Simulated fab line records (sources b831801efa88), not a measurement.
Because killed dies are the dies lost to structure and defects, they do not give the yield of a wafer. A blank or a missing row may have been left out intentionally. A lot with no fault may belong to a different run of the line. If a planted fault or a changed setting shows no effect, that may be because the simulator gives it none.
Which of the tools did it? + flow sky130 + 13 lots, 37 wafers sampled, at 5 steps of a route of 708

== WHAT EACH GAUGE READ, for each wafer ==
SKY_NWELL_TW_MEAS_15.
| lot  | measured     | on            | NWELL_TW       |
|------|--------------|---------------|----------------|
| L633 | day 4 10:40  | film-metro-04 | 1839 1845 1830 |
| L636 | day 5 10:20  | film-metro-02 | 1838 1836 1837 |
| L637 | day 5 14:59  | film-metro-04 | 1824 1835 1829 |
| L640 | day 6 07:35  | film-metro-02 | 1827 1821 1823 |
| L643 | day 7 07:50  | film-metro-02 | 1836 1827      |
| L646 | day 7 17:00  | film-metro-04 | 1840 1837      |
| L650 | day 8 19:03  | film-metro-04 | 1835 1840 1836 |
| L651 | day 8 21:01  | film-metro-04 | 1845 1838 1831 |
| L652 | day 9 10:22  | film-metro-02 | 1857 1833 1851 |
| L653 | day 9 13:50  | film-metro-03 | 1822 1815 1809 |
| L654 | day 9 19:34  | film-metro-04 | 1822 1817 1832 |
| L655 | day 10 00:55 | film-metro-03 | 1816 1815 1822 |
| L656 | day 10 04:47 | film-metro-04 | 1833 1831 1833 |

SKY_VT_ADJUST_HVTP_OVL_MEAS_08.
| lot  | measured     | on         | VT_ADJUST_HVTP_OVL (nm) |
|------|--------------|------------|-------------------------|
| L633 | day 5 22:06  | overlay-02 | -0.5 -1.8 -2.5          |
| L636 | day 7 00:44  | overlay-01 | -2.0 -0.7 -1.8          |
| L637 | day 7 04:32  | overlay-01 | -2.1 -1.0 -2.1          |
| L640 | day 7 22:47  | overlay-02 | -1.0 -1.2 -2.1          |
| L643 | day 9 01:35  | overlay-02 | -1.8 -3.7               |
| L646 | day 9 11:29  | overlay-02 | -0.5 1.5                |
| L650 | day 10 14:42 | overlay-01 | 1.5 -0.4 0.0            |
| L651 | day 10 18:01 | overlay-01 | -0.7 -1.2 -0.3          |
| L652 | day 11 07:27 | overlay-01 | 0.1 0.0 -1.7            |
| L653 | day 11 12:08 | overlay-02 | -0.5 -0.9 0.4           |
| L654 | day 11 18:48 | overlay-01 | -1.4 -2.1 -1.8          |
| L655 | day 12 00:04 | overlay-01 | -0.5 0.4 -0.2           |
| L656 | day 12 04:37 | overlay-01 | -0.3 -0.3 -1.2          |

SKY_SONOS_TUNNEL_CD_MEAS_07: the cd target is 410 nm.
| lot  | measured     | on        | cd-nm (nm)        |
|------|--------------|-----------|-------------------|
| L633 | day 11 01:10 | cd-sem-01 | 411.1 410.1 408.7 |
| L636 | day 12 12:38 | cd-sem-02 | 411.2 411.0 410.8 |
| L637 | day 12 17:51 | cd-sem-02 | 408.0 409.4 411.7 |
| L640 | day 13 16:06 | cd-sem-02 | 411.8 411.4 413.2 |
| L643 | day 15 01:31 | cd-sem-02 | 411.4 418.9       |
| L646 | day 15 15:38 | cd-sem-02 | 411.9 422.1       |
| L650 | day 16 23:34 | cd-sem-01 | 410.6 412.9 413.0 |
| L651 | day 17 04:00 | cd-sem-02 | 413.8 412.4 410.5 |
| L652 | day 17 21:03 | cd-sem-01 | 413.2 411.6 413.9 |
| L653 | day 18 03:01 | cd-sem-02 | 408.0 410.0 407.8 |
| L654 | day 18 10:21 | cd-sem-02 | 411.6 412.3 411.6 |
| L655 | day 18 16:46 | cd-sem-01 | 412.6 411.0 408.9 |
| L656 | day 18 23:24 | cd-sem-01 | 405.9 407.8 411.6 |

== EACH LOT AND THE TOOL THAT RAN IT (in order: tool; ch and the chambers of the sampled wafers; start) ==
| lot  | SKY_NWELL_STRIP_14                   | SKY_SONOS_TUNNEL_DEVELOP_06       |
|------|--------------------------------------|-----------------------------------|
| L633 | plasma-asher-03 ch 0,1, day 4 10:33  | litho-track-01 ch 0, day 11 01:01 |
| L636 | plasma-asher-02 ch 0,1, day 5 10:16  | litho-track-01 ch 0, day 12 12:30 |
| L637 | plasma-asher-03 ch 0,1, day 5 14:52  | litho-track-03 ch 0, day 12 17:43 |
| L640 | plasma-asher-02 ch 0,1, day 6 07:30  | litho-track-02 ch 0, day 13 15:58 |
| L643 | plasma-asher-03 ch 0, day 7 07:43    | litho-track-01 ch 0, day 15 01:22 |
| L646 | plasma-asher-04 ch 0,1, day 7 16:54  | litho-track-01 ch 0, day 15 15:28 |
| L650 | plasma-asher-04 ch 0,1, day 8 18:57  | litho-track-02 ch 0, day 16 23:25 |
| L651 | plasma-asher-03 ch 0,1, day 8 20:55  | litho-track-03 ch 0, day 17 03:44 |
| L652 | plasma-asher-03 ch 1, day 9 10:16    | litho-track-03 ch 0, day 17 20:55 |
| L653 | plasma-asher-04 ch 0,1, day 9 13:45  | litho-track-03 ch 0, day 18 02:53 |
| L654 | plasma-asher-03 ch 0,1, day 9 19:28  | litho-track-01 ch 0, day 18 10:12 |
| L655 | plasma-asher-04 ch 0,1, day 10 00:48 | litho-track-01 ch 0, day 18 16:37 |
| L656 | plasma-asher-02 ch 0,1, day 10 04:40 | litho-track-03 ch 0, day 18 23:16 |
- SKY_NWELL_STRIP_14: strips in O2/N2.
- SKY_SONOS_TUNNEL_DEVELOP_06: develop time 60 s.

== WHAT THE TOOLS THEMSELVES READ (means of the sampled wafers that have a number; where no wafer has one, the mark that the record gives instead) ==
SKY_NWELL_STRIP_14.
| lot  | tool            | drypump-motor-current-A (A) | oes-product-au (a.u.) | strip-time-to-endpoint-s (s) |
|------|-----------------|-----------------------------|-----------------------|------------------------------|
| L633 | plasma-asher-03 | 5.5                         | 0.721                 | 36.96                        |
| L636 | plasma-asher-02 | 5.9                         | 0.720                 | 36.90                        |
| L637 | plasma-asher-03 | 5.1                         | 0.724                 | 36.75                        |
| L640 | plasma-asher-02 | 5.9                         | 0.726                 | 36.83                        |
| L643 | plasma-asher-03 | 4.8                         | 0.722                 | 36.82                        |
| L646 | plasma-asher-04 | 5.6                         | 0.722                 | 36.98                        |
| L650 | plasma-asher-04 | 5.3                         | 0.721                 | 37.00                        |
| L651 | plasma-asher-03 | 5.5                         | 0.725                 | 36.87                        |
| L652 | plasma-asher-03 | 5.8                         | 0.726                 | 36.94                        |
| L653 | plasma-asher-04 | 5.3                         | 0.724                 | 37.02                        |
| L654 | plasma-asher-03 | 5.5                         | 0.720                 | 36.98                        |
| L655 | plasma-asher-04 | 5.7                         | 0.723                 | 36.97                        |
| L656 | plasma-asher-02 | 5.9                         | 0.723                 | 36.71                        |

== THE ANSWER, worked out from the rows above alone ==
Rule: usual is defined by the lots themselves. Put in order of their means at a reading, lots are off if they are a third of the lots or fewer, leave a main group of 4 or more, and stand apart from it by a gap of 3 or more times the standard deviation of the main group's means; of several such gaps the widest counts. Not used: any main group whose means are identical at the precision the tables above print for the reading. Also off: a lot with no number at a reading for which 4 or more lots have one. The other lots that the step has rows for count as sound. After the gauges, taken in route order, come the tools' own readings; for these a lot's mean is taken, as printed above. At the first step where some lot is off, the reading lying furthest off is the one used; lots without a number count as furthest.
No lot is off on any of the readings shown, so nothing can be concluded from this.

== WHAT THE SIMULATOR HAD INSERTED ==
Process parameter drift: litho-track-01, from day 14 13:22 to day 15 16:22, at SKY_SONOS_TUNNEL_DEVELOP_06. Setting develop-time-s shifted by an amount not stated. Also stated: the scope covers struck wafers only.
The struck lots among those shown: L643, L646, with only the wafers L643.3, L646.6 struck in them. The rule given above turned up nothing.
